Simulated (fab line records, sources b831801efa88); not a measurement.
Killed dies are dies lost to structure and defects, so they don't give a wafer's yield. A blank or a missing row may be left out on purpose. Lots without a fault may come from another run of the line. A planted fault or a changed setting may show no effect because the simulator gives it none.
Which tool did it? | flow gf180mcu | 6 lots, 18 wafers sampled, at 1 step of a route of 602

WHAT THE GAUGES READ, wafer by wafer
GF_V2_BOW_MEAS_05.
lot  | measured     | on            | V2_BOW (um)
L765 | day 19 13:17 | film_metro-04 | 103 101 93
L768 | day 20 20:40 | film_metro-01 | 94 90 90
L771 | day 22 03:38 | film_metro-01 | 115 101 101
L782 | day 25 15:02 | film_metro-03 | 81 75 88
L784 | day 26 08:10 | film_metro-03 | 114 102 100
L787 | day 27 10:47 | film_metro-04 | 106 107 108

WHICH TOOL RAN EACH LOT (tool, then ch and the chambers of the sampled wafers, then the start)
The record holds no process step before these readings.

THE ANSWER, worked out from the rows above alone
Rule: what is usual is taken from the lots themselves. Put in order of their means at a reading, lots are off if they are a third of the lots or fewer, leave a main group of 4 or more, and stand apart from it by a gap of 3 or more times the standard deviation of the main group's means; of several such gaps the widest counts. A main group whose means are all the same, to the digits that the tables above print for the reading, isn't used. A lot without any number at a reading at which 4 lots or more have one is off too. The other lots that the step has rows for count as sound.
No lot is off at any reading shown: from this, nothing can be told.

WHAT THE SIMULATOR HAD PUT IN
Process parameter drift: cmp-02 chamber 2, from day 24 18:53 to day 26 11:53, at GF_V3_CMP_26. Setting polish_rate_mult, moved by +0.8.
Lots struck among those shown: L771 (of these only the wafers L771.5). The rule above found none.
